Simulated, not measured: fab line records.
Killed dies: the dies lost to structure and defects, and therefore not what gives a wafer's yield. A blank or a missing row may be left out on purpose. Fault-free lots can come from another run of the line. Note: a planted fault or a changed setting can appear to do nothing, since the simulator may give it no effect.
fab line records	flow sfq_line
[record] lots = 5	wafers = 15	last_day = 92
route steps=325 shown M4@152 I4@163 JJ@178 M5@206 M8@325
lots that met no fault: taken from a fault-free run of the same line
start_h: the number of hours between the record's first day and the start of the first shown wafer of the lot	wait_h: time in hours since the lot's previous step	" same as the row above	L1.1+2: a single row standing in for several wafers	- value missing, or start not given	* or withheld: withheld	< > ~ a bound
route shown NAME@n: NAME is a module with steps in the file, n the number in the route of the first one	usual: mean/standard deviation taken from wafers without a fault	same: alike in all rows	chamber/n: place in a boat	sites: the reading at each site	_std_site: standard deviation of those values	_edge_site: the outer-site mean with the inner-site mean subtracted	radius_mm: for every site, how far away it sits from the centre of the wafer	mask NAME#n: copy n	behind: the last tool/chamber to shape the wafer	hold: cause of the lot's hold/its duration in hours/its outcome	device: whichever transistor did not switch (one of n, p or np)	end of line: the route-end tests of the same wafers	a step with no rows: only its recipe	killed: not the wafer's yield, but the dies lost to structure and defects at the first sort	map: dies across one wafer; x = killed, . = not, _ = none there
set.NAME: the setting as run; set.NAME@STEP: as run at that earlier step	model.NAME: the simulator's own value behind a step, which no gauge read
certain route steps with their lots: each step a table, each wafer a row
services: the hour from which a tool's chamber was out of use, counted from the record's first day as start_h (under 0 if before that day), plus the number of hours and why
[[steps]]
[step SFQ_TRILAYER_M4_LITHO_COAT_098]
[recipe] resist = BARC	spin_rpm = 3000	resist_thk_nm = 62
[step SFQ_TRILAYER_M4_LITHO_COAT_093]
[recipe] resist = KrF	spin_rpm = 3000	resist_thk_nm = 600
[step SFQ_TRILAYER_M4_LITHO_SOFTBAKE_097]
[recipe] temp_c = withheld	time_s = withheld	resist = KrF
[step SFQ_TRILAYER_M4_LITHO_EXPOSE_094]
[recipe] mask_id = M4	na = 0.6	source_shape = conventional	sigma_outer = 0.65	target_cd_nm = 500	dose_mj = 14.4
[step SFQ_TRILAYER_M4_LITHO_PEB_096]
[recipe] peb_temp_c = 115	peb_time_s = 60	resist = KrF
[step SFQ_TRILAYER_M4_LITHO_DEVELOP_095]
[recipe] time_s = 60	resist = KrF
[step SFQ_M4_OVL_MEAS_926]
[usual] M4_OVL = 1/6.8
lot.wafer	tool	chamber	start_h	wait_h	M4_OVL[nm]
L931.1	overlay-01	-	1328.49	0.1	1
L931.2	"	-	"	"	7
L931.3	"	-	"	"	-1
L936.1	overlay-01	-	1374.02	0.1	-9
L936.3	"	-	"	"	-10
L936.6	"	-	"	"	-11
L938.3	overlay-02	-	1381.23	0.1	17
L938.5	"	-	"	"	19
L938.6	"	-	"	"	8
L952.1	overlay-01	-	1485.39	0.1	-7
L952.2	"	-	"	"	-2
L952.4	"	-	"	"	-6
L953.3	overlay-01	-	1492.60	0.1	3
L953.4	"	-	"	"	9
L953.5	"	-	"	"	0
[step SFQ_TRILAYER_M4_BARC_OPEN_METAL_ETCH_123]
[recipe] mask_material = PR	chemistry = O2	target_depth_nm = 125	target = BARC	icp_w = 600	bias_w = 80	pressure_mtorr = 10	time_s = 41.7
[step SFQ_TRILAYER_M4_ETCH_METAL_ETCH_096]
[recipe] target = Nb	stop_on = SiO2	mask_material = PR	chemistry = Cl2/Ar	target_depth_nm = 240	icp_w = 600	bias_w = 80	pressure_mtorr = 10	time_s = 120
[usual] drypump_motor_current_A = 5.8/0.41	oes_product_au = 0.891/0.0085
lot.wafer	tool	chamber	start_h	wait_h	drypump_motor_current_A	oes_product_au	rf_hours_counter_h
L931.1	rie_metal-02	0	1328.59	0.0	5.5	0.873	78
L931.2	"	1	"	"	6.3	0.896	98
L931.3	"	1	"	"	6.3	0.892	-
L936.1	rie_metal-02	1	1374.11	0.0	6.3	0.900	105
L936.3	"	0	"	"	5.5	0.894	-
L936.6	"	1	"	"	6.3	0.901	-
L938.3	rie_metal-01	0	1381.35	0.1	5.3	0.899	-
L938.5	"	1	"	"	6.0	0.901	-
L938.6	"	0	"	"	5.3	0.885	-
L952.1	rie_metal-02	0	1485.51	0.1	5.5	0.894	99
L952.2	"	1	"	"	6.3	0.886	120
L952.4	"	1	"	"	6.3	0.876	-
L953.3	rie_metal-01	1	1492.73	0.1	6.0	0.885	-
L953.4	"	0	"	"	5.3	0.893	-
L953.5	"	0	"	"	5.3	0.889	-
[step SFQ_TRILAYER_M4_STRIP_STRIP_097]
[recipe] gas = O2	power_w = 200	platen_temp_c = 40	overash_fraction = 0.65	chemistry = O2	pressure_mtorr = 50
[usual] drypump_motor_current_A = 5.8/0.41	oes_product_au = 1.003/0.018
[same] overash_fraction = 0.65
lot.wafer	tool	chamber	start_h	wait_h	drypump_motor_current_A	oes_product_au	rf_hours_counter_h
L931.1	rie_metal-02	0	1328.71	0.1	5.5	1.009	78
L931.2	"	1	"	"	6.3	1.016	98
L931.3	"	1	"	"	6.3	1.012	-
L936.1	rie_metal-02	1	1374.24	0.1	6.3	1.006	105
L936.3	"	0	"	"	5.5	0.998	-
L936.6	"	1	"	"	6.3	1.007	-
L938.3	rie_metal-01	0	1381.64	0.2	5.3	0.998	-
L938.5	"	1	"	"	6.0	1.031	-
L938.6	"	0	"	"	5.3	0.986	-
L952.1	rie_metal-02	0	1485.67	0.1	5.5	0.986	99
L952.2	"	1	"	"	6.3	1.013	120
L952.4	"	1	"	"	6.3	1.009	-
L953.3	rie_metal-01	1	1493.01	0.2	6.0	1.020	-
L953.4	"	0	"	"	5.3	0.964	-
L953.5	"	0	"	"	5.3	0.961	-
[step SFQ_TRILAYER_M4_STRIP_SOLV_CLEAN_098]
[recipe] chemistry = NMP	temp_c = 70	time_s = 600
[step SFQ_TRILAYER_I4_DEP_PECVD_099]
[recipe] material = SiO2	temp_c = 150	time_s = 111.11	pressure_torr = 2.4	rf_w = 183.3	precursor = SiH4/N2O	target_thk_nm = 500
[usual] heater_power_w = 74/9.1	throttle_valve_pct = 24.6/1.6
lot.wafer	tool	chamber	start_h	wait_h	heater_power_w	throttle_valve_pct
L931.1	pecvd-04	1	1329.50	0.0	91	24.9
L931.2	"	0	"	"	66	27.8
L931.3	"	2	"	"	71	23.8
L936.1	pecvd-01	1	1375.01	0.0	73	22.8
L936.3	"	2	"	"	79	23.5
L936.6	"	0	"	"	70	23.4
L938.3	pecvd-04	0	1382.21	0.0	62	28.2
L938.5	"	2	"	"	69	23.7
L938.6	"	0	"	"	64	28.3
L952.1	pecvd-02	2	1486.65	0.0	70	23.9
L952.2	"	1	"	"	57	24.7
L952.4	"	1	"	"	59	24.8
L953.3	pecvd-04	1	1493.59	0.0	88	25.5
L953.4	"	0	"	"	59	29.1
L953.5	"	1	"	"	72	25.3
[step SFQ_TRILAYER_I4_CMP_CMP_100]
[recipe] material = SiO2	down_force_psi = 3	platen_rpm = 60	pad_velocity_m_s = 0.94248
[usual] motor_current_A = 10.3/0.68	time_to_endpoint_s = 210/6.8
lot.wafer	tool	chamber	start_h	wait_h	motor_current_A	time_to_endpoint_s	model.SiO2_of_TRILAYER_I4_DEP_PECVD_099.thk_nm
L931.2	cmp-01	3	1330.08	0.5	10.0	203	197
L931.3	"	0	"	"	10.3	214	198.4
L931.1	"	1	"	"	10.3	201	198.4
L936.3	cmp-01	2	1375.09	0.0	11.7	219	199.2
L936.1	"	3	"	"	9.9	206	199
L936.6	"	2	1377.09	2.0	11.4	220	199.9
L938.3	cmp-02	3	1384.59	2.3	11.0	218	200.7
L938.6	"	2	1386.09	3.8	9.7	222	198.9
L938.5	"	3	"	"	10.9	227	200.6
L952.1	cmp-02	3	1486.73	0.0	11.1	206	199.3
L952.2	"	1	1487.73	1.0	10.0	184	197.6
L952.4	"	2	"	"	9.9	276	302.2
L953.3	cmp-01	3	1494.17	0.5	9.5	207	199.6
L953.4	"	0	"	"	10.0	205	198.5
L953.5	"	3	1496.17	2.5	9.8	208	198
[step SFQ_I4_BOW_MEAS_927]
[recipe] mode = bow
[usual] I4_BOW = 5/8.4
lot.wafer	tool	chamber	start_h	wait_h	I4_BOW[um]
L931.1	film_metro-04	-	1332.58	1.0	4
L931.2	"	-	"	"	6
L931.3	"	-	"	"	18
L936.1	film_metro-04	-	1378.09	2.0	11
L936.3	"	-	"	"	12
L936.6	"	-	"	"	2
L938.3	film_metro-01	-	1387.13	2.0	-8
L938.5	"	-	"	"	-5
L938.6	"	-	"	"	-3
L952.1	film_metro-01	-	1489.73	2.5	-4
L952.2	"	-	"	"	-12
L952.4	"	-	"	"	-2
L953.3	film_metro-04	-	1496.71	2.0	-6
L953.4	"	-	"	"	-3
L953.5	"	-	"	"	-8
[step SFQ_TRILAYER_I4_METRO_MEASURE_101]
[usual] thk_nm = 198.9/0.99
lot.wafer	tool	chamber	start_h	wait_h	thk_nm
L931.1	film_metro-04	-	1332.70	0.1	198.4
L931.2	"	-	"	"	197.1
L931.3	"	-	"	"	198.5
L936.1	film_metro-04	-	1378.21	0.1	198.9
L936.3	"	-	"	"	199.1
L936.6	"	-	"	"	199.8
L938.3	film_metro-01	-	1387.61	0.5	200.6
L938.5	"	-	"	"	200.6
L938.6	"	-	"	"	198.9
L952.1	film_metro-01	-	1489.85	0.1	199.3
L952.2	"	-	"	"	197.7
L952.4	"	-	"	"	302.3
L953.3	film_metro-04	-	1497.19	0.5	199.5
L953.4	"	-	"	"	198.5
L953.5	"	-	"	"	197.9
[step SFQ_TRILAYER_I4_VIA_LITHO_COAT_108]
[recipe] resist = BARC	spin_rpm = 3000	resist_thk_nm = 62
[step SFQ_TRILAYER_I4_VIA_LITHO_COAT_103]
[recipe] resist = KrF	spin_rpm = 3000	resist_thk_nm = 650
[step SFQ_TRILAYER_I4_VIA_LITHO_SOFTBAKE_107]
[recipe] temp_c = withheld	time_s = withheld	resist = KrF
[step SFQ_TRILAYER_I4_VIA_LITHO_EXPOSE_104]
[recipe] mask_id = I4	na = 0.6	source_shape = conventional	sigma_outer = 0.65	target_cd_nm = 700	dose_mj = 21.3
[step SFQ_TRILAYER_I4_VIA_LITHO_PEB_106]
[recipe] peb_temp_c = 115	peb_time_s = 60	resist = KrF
[step SFQ_TRILAYER_I4_VIA_LITHO_DEVELOP_105]
[recipe] time_s = 60	resist = KrF
[step SFQ_I4_OVL_MEAS_928]
[usual] I4_OVL = -3/5.5
lot.wafer	tool	chamber	start_h	wait_h	I4_OVL[nm]
L931.1	overlay-01	-	1341.34	0.1	-6
L931.2	"	-	"	"	0
L931.3	"	-	"	"	4
L936.1	overlay-01	-	1382.34	0.1	-11
L936.3	"	-	"	"	-9
L936.6	"	-	"	"	-7
L938.3	overlay-02	-	1390.74	0.1	0
L938.5	"	-	"	"	4
L938.6	"	-	"	"	-1
L952.1	overlay-02	-	1599.35	0.1	2
L952.2	"	-	"	"	-2
L952.4	"	-	"	"	-1
L953.3	overlay-02	-	1602.96	0.1	6
L953.4	"	-	"	"	-3
L953.5	"	-	"	"	-2
[step SFQ_TRILAYER_I4_VIA_BARC_OPEN_VIA_ETCH_146]
[recipe] mask_material = PR	chemistry = O2	target_depth_nm = 125	target = BARC	source_w = 500	bias_w = 80	pressure_mtorr = 30	time_s = 41.7
[step SFQ_TRILAYER_I4_VIA_ETCH_VIA_ETCH_106]
[recipe] target = SiO2	stop_on = Nb	mask_material = PR	taper_deg = 20	chemistry = CHF3	target_depth_nm = 260	source_w = 500	bias_w = 80	pressure_mtorr = 30	time_s = withheld
[usual] drypump_motor_current_A = 5.6/0.38	oes_product_au = 0.851/0.0047
lot.wafer	tool	chamber	start_h	wait_h	drypump_motor_current_A	oes_product_au	model.I4.feature_depth_nm	model.etch.depth_nm
L931.1	rie_diel-04	1	1341.42	0.0	5.2	0.858	198.4	198.4
L931.2	"	0	"	"	5.9	0.849	197	197
L931.3	"	3	"	"	5.6	0.849	198.4	198.4
L936.1	rie_diel-01	2	1382.42	0.0	5.7	0.854	199	199
L936.3	"	3	"	"	4.8	0.845	199.2	199.2
L936.6	"	2	"	"	5.7	0.841	199.9	199.9
L938.3	rie_diel-04	1	1390.81	0.0	5.2	0.855	200.7	200.7
L938.5	"	2	"	"	5.4	0.860	200.6	200.6
L938.6	"	3	"	"	5.6	0.854	198.9	198.9
L952.1	rie_diel-02	3	1599.42	0.0	6.2	0.847	199.3	199.3
L952.2	"	2	"	"	6.0	0.856	197.6	197.6
L952.4	"	0	"	"	5.9	0.983	258.9	258.9
L953.3	rie_diel-01	2	1603.02	0.0	5.7	0.855	199.6	199.6
L953.4	"	3	"	"	4.9	0.854	198.5	198.5
L953.5	"	2	"	"	5.7	0.849	198	198
[step SFQ_TRILAYER_I4_VIA_STRIP_STRIP_107]
[recipe] gas = O2	power_w = 200	platen_temp_c = 40	overash_fraction = 0.65	chemistry = O2	pressure_mtorr = 50
[step SFQ_TRILAYER_I4_VIA_STRIP_SOLV_CLEAN_108]
[recipe] chemistry = NMP	temp_c = 70	time_s = 600
[step SFQ_TRILAYER_JJ_TRILAYER_DEP_PRE_CLEAN_113]
[recipe] gas = Ar	time_s = 22.5	bias_v = 250
[step SFQ_TRILAYER_JJ_TRILAYER_DEP_SPUTTER_109]
[recipe] material = Nb	base_pressure_pa = 1.33e-06	chamber_pressure_pa = 0.1333	substrate_temp_c = 20	target_thk_nm = 150	power_w = 2000	time_s = 100
[usual] cathode_dc_power_W = 2000.0/0.35	throttle_valve_pct = 30.1/1.2
lot.wafer	tool	chamber	start_h	wait_h	cathode_dc_power_W	throttle_valve_pct
L931.1	pvd_sputter-03	-	1342.33	0.0	1999.4	30.6
L931.2	"	-	"	"	2000.1	29.6
L931.3	"	-	"	"	2000.2	29.6
L936.1	pvd_sputter-03	-	1383.33	0.0	1999.5	30.0
L936.3	"	-	"	"	1998.9	28.0
L936.6	"	-	"	"	2000.0	28.0
L938.3	pvd_sputter-03	-	1391.74	0.0	2000.0	30.0
L938.5	"	-	"	"	1999.7	28.0
L938.6	"	-	"	"	1999.8	30.7
L952.1	pvd_sputter-05	-	1600.34	0.0	1999.6	31.0
L952.2	"	-	"	"	1999.6	31.2
L952.4	"	-	"	"	1999.8	31.5
L953.3	pvd_sputter-03	-	1603.94	0.0	1999.9	28.1
L953.4	"	-	"	"	1999.8	29.8
L953.5	"	-	"	"	2000.0	29.8
[step SFQ_TRILAYER_JJ_TRILAYER_DEP_SPUTTER_110]
[recipe] material = Al	base_pressure_pa = 1.33e-06	target_thk_nm = 8	power_w = 500	time_s = 10	chamber_pressure_pa = 0.4
[step SFQ_TRILAYER_JJ_TRILAYER_DEP_AL_OXIDATION_111]
[recipe] pressure_mbar = 0.014667	oxidation_time_s = 600	temperature_k = 293
[step SFQ_TRILAYER_JJ_TRILAYER_DEP_SPUTTER_112]
[recipe] material = Nb	base_pressure_pa = 1.33e-06	chamber_pressure_pa = 0.1333	substrate_temp_c = 20	target_thk_nm = 170	power_w = 2000	time_s = 113.3
[usual] cathode_dc_power_W = 2000.0/0.37	throttle_valve_pct = 30.1/1.2
lot.wafer	tool	chamber	start_h	wait_h	cathode_dc_power_W	throttle_valve_pct
L931.1	pvd_sputter-03	-	1343.43	0.5	1999.6	30.6
L931.2	"	-	"	"	2000.1	29.5
L931.3	"	-	"	"	1999.9	29.7
L936.1	pvd_sputter-03	-	1384.43	0.5	2000.4	29.8
L936.3	"	-	"	"	2000.1	28.2
L936.6	"	-	"	"	2000.1	28.2
L938.3	pvd_sputter-03	-	1392.83	0.5	2000.0	29.8
L938.5	"	-	"	"	1999.7	27.8
L938.6	"	-	"	"	1999.9	30.7
L952.1	pvd_sputter-05	-	1601.44	0.5	2000.2	31.2
L952.2	"	-	"	"	2000.0	31.3
L952.4	"	-	"	"	2000.4	31.4
L953.3	pvd_sputter-03	-	1605.04	0.5	1999.5	27.8
L953.4	"	-	"	"	2000.3	29.6
L953.5	"	-	"	"	1999.5	29.9
[step SFQ_JJ_RS_MEAS_929]
[recipe] thk_meas_gauge = four-point-probe	reads = Nb_of_TRILAYER_JJ_TRILAYER_DEP_SPUTTER_112
[usual] JJ_NB_RS = 1.041/0.014
lot.wafer	tool	chamber	start_h	wait_h	JJ_NB_RS[ohm/sq]
L931.1	film_metro-02	-	1343.51	0.0	1.036
L931.2	"	-	"	"	1.038
L931.3	"	-	"	"	1.038
L936.1	film_metro-03	-	1384.51	0.0	1.052
L936.3	"	-	"	"	1.081
L936.6	"	-	"	"	1.075
L938.3	film_metro-02	-	1392.95	0.1	1.064
L938.5	"	-	"	"	1.073
L938.6	"	-	"	"	1.063
L952.1	film_metro-01	-	1601.52	0.0	1.035
L952.2	"	-	"	"	1.010
L952.4	"	-	"	"	1.033
L953.3	film_metro-03	-	1605.16	0.1	1.048
L953.4	"	-	"	"	1.039
L953.5	"	-	"	"	1.049
[step SFQ_TRILAYER_JJ_CE_LITHO_COAT_119]
[recipe] resist = BARC	spin_rpm = 3000	resist_thk_nm = 62
[step SFQ_TRILAYER_JJ_CE_LITHO_COAT_114]
[recipe] resist = KrF	spin_rpm = 3000	resist_thk_nm = 600
[step SFQ_TRILAYER_JJ_CE_LITHO_SOFTBAKE_118]
[recipe] temp_c = withheld	time_s = withheld	resist = KrF
[step SFQ_TRILAYER_JJ_CE_LITHO_EXPOSE_115]
[recipe] mask_id = J5	na = 0.6	source_shape = conventional	sigma_outer = 0.65	target_cd_nm = 700	dose_mj = 14.4
[step SFQ_TRILAYER_JJ_CE_LITHO_PEB_117]
[recipe] peb_temp_c = 115	peb_time_s = 60	resist = KrF
[step SFQ_TRILAYER_JJ_CE_LITHO_DEVELOP_116]
[recipe] time_s = 60	resist = KrF
[step SFQ_JJ_OVL_MEAS_931]
[usual] J5_OVL = -3/4.1
lot.wafer	tool	chamber	start_h	wait_h	J5_OVL[nm]
L931.1	overlay-01	-	1461.39	0.1	-1
L931.2	"	-	"	"	-8
L931.3	"	-	"	"	-3
L936.1	overlay-02	-	1498.59	0.1	-1
L936.3	"	-	"	"	-2
L936.6	"	-	"	"	0
L938.3	overlay-02	-	1508.20	0.1	3
L938.5	"	-	"	"	-1
L938.6	"	-	"	"	-5
L952.1	overlay-01	-	1666.67	0.1	-1
L952.2	"	-	"	"	-7
L952.4	"	-	"	"	-3
L953.3	overlay-01	-	1669.09	0.1	0
L953.4	"	-	"	"	-2
L953.5	"	-	"	"	-4
[step SFQ_TRILAYER_JJ_CE_METRO_MEASURE_117]
[step SFQ_TRILAYER_JJ_CE_BARC_OPEN_RIE_150]
[recipe] mask_material = PR	chemistry = O2	target_depth_nm = 240	target = BARC	icp_w = 600	bias_w = 80	pressure_mtorr = 10	time_s = 80
[step SFQ_TRILAYER_M5_ETCH_METAL_ETCH_126]
[recipe] target = Nb	stop_on = SiO2	mask_material = PR	over_etch_frac = 0.15	time_s = 203.2	chemistry = Cl2/BCl3	target_depth_nm = 265	icp_w = 600	bias_w = 80	pressure_mtorr = 10
[usual] drypump_motor_current_A = 5.7/0.43	oes_product_au = 0.728/0.0057
lot.wafer	tool	chamber	start_h	wait_h	drypump_motor_current_A	oes_product_au	rf_hours_counter_h	model.SiO2_of_TRILAYER_I4_DEP_PECVD_099.thk_nm
L931.1	rie_metal-03	1	1571.04	0.0	5.2	0.723	62	178.9
L931.2	"	0	"	"	5.9	0.721	78	177
L931.3	"	0	"	"	5.9	0.721	-	178.3
L936.1	rie_metal-03	1	1606.64	0.0	5.2	0.735	68	179.2
L936.3	"	1	"	"	5.2	0.717	-	179.4
L936.6	"	0	"	"	6.0	0.733	-	179.8
L938.3	rie_metal-03	0	1613.91	0.1	5.9	0.730	-	180.6
L938.5	"	0	"	"	5.9	0.730	-	180.6
L938.6	"	1	"	"	5.2	0.733	-	179.1
L952.1	rie_metal-04	0	1762.07	0.0	5.4	0.720	30	179.3
L952.2	"	1	"	"	5.5	0.736	109	178
L952.4	"	0	"	"	5.4	0.729	-	282.2
L953.3	rie_metal-04	1	1765.73	0.1	5.5	0.733	-	180.1
L953.4	"	0	"	"	5.4	0.729	-	178.7
L953.5	"	0	"	"	5.4	0.726	-	178.2
[step SFQ_M8_BOW_MEAS_951]
[recipe] mode = bow
[usual] M8_BOW = 8/8.1
lot.wafer	tool	chamber	start_h	wait_h	M8_BOW[um]	model.etest.i4.link_ohm
L931.1	film_metro-02	-	1755.98	0.0	13	2.199
L931.2	"	-	"	"	14	2.198
L931.3	"	-	"	"	28	2.18
L936.1	film_metro-02	-	1947.18	0.0	14	2.152
L936.3	"	-	"	"	16	2.181
L936.6	"	-	"	"	7	2.169
L938.3	film_metro-01	-	2106.51	0.0	-5	2.167
L938.5	"	-	"	"	-3	2.163
L938.6	"	-	"	"	-1	2.18
L952.1	film_metro-04	-	2208.66	0.0	0	2.179
L952.2	"	-	"	"	-7	2.189
L952.4	"	-	"	"	3	1e+06
L953.3	film_metro-04	-	2209.90	0.0	7	2.164
L953.4	"	-	"	"	10	2.169
L953.5	"	-	"	"	4	2.164
[[services]]
tool	chamber	start_h	hours	kind
film_metro-04	-	1336.32	1.4	pm
film_metro-04	-	1348.88	19.0	repair
pvd_sputter-03	-	1351.25	5.1	repair
cmp-01	-	1363.31	1.1	repair
pecvd-04	-	1398.46	1.5	repair
pecvd-04	0	1410.59	18.4	repair
rie_metal-01	-	1420.82	0.2	repair
rie_metal-03	1	1430.64	24.1	repair
film_metro-04	-	1431.67	2.6	pm
pecvd-04	-	1440.44	5.5	pm
pecvd-04	1	1446.01	3.7	repair
rie_metal-03	-	1447.47	2.8	pm
rie_metal-02	-	1451.27	0.7	repair
film_metro-04	-	1455.55	19.3	pm
rie_metal-01	-	1474.81	1.4	pm
film_metro-04	-	1479.63	0.2	pm
pecvd-04	-	1480.84	0.8	repair
cmp-01	-	1500.71	8.9	pm
cmp-01	-	1529.05	0.4	repair
film_metro-04	-	1581.32	1.1	pm
rie_metal-02	-	1585.15	2.8	pm
rie_metal-02	1	1615.20	3.7	repair
pvd_sputter-03	-	1740.14	6.9	repair
rie_metal-01	0	1752.37	4.8	repair
[[key]]
[first_sign] step = SFQ_TRILAYER_I4_CMP_CMP_100	reading = time_to_endpoint_s	direction = up	sigmas = 9.7	usual = *	struck = *
[effect] step = SFQ_TRILAYER_I4_METRO_MEASURE_101	reading = thk_nm	direction = up	sigmas = 99+	usual = 198.9	struck = 302.3
[effect] step = SFQ_TRILAYER_I4_VIA_ETCH_VIA_ETCH_106	reading = oes_product_au	direction = up	sigmas = 28	usual = 0.851	struck = 0.983
[model_effect] step = SFQ_TRILAYER_I4_CMP_CMP_100	value = SiO2_of_TRILAYER_I4_DEP_PECVD_099.thk_nm	without = 198.6	struck = 302.2
[model_effect] step = SFQ_TRILAYER_I4_VIA_ETCH_VIA_ETCH_106	value = I4.feature_depth_nm	without = 198.6	struck = 258.9
[model_effect] step = SFQ_TRILAYER_M5_ETCH_METAL_ETCH_126	value = SiO2_of_TRILAYER_I4_DEP_PECVD_099.thk_nm	without = 178.6	struck = 282.2
[model_effect] step = SFQ_M8_BOW_MEAS_951	value = etest.i4.link_ohm	without = 2.201	struck = 1e+06
met_at SFQ_TRILAYER_I4_CMP_CMP_100
struck_wafers L952.4
onset_between 1384.59 1486.73
[fault] kind = process_parameter_drift	tool = cmp-02	chamber = 2	onset_h = 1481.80	steps = SFQ_TRILAYER_I4_CMP_CMP_100	channel = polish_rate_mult	offset = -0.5	shape = step	end_h = 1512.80
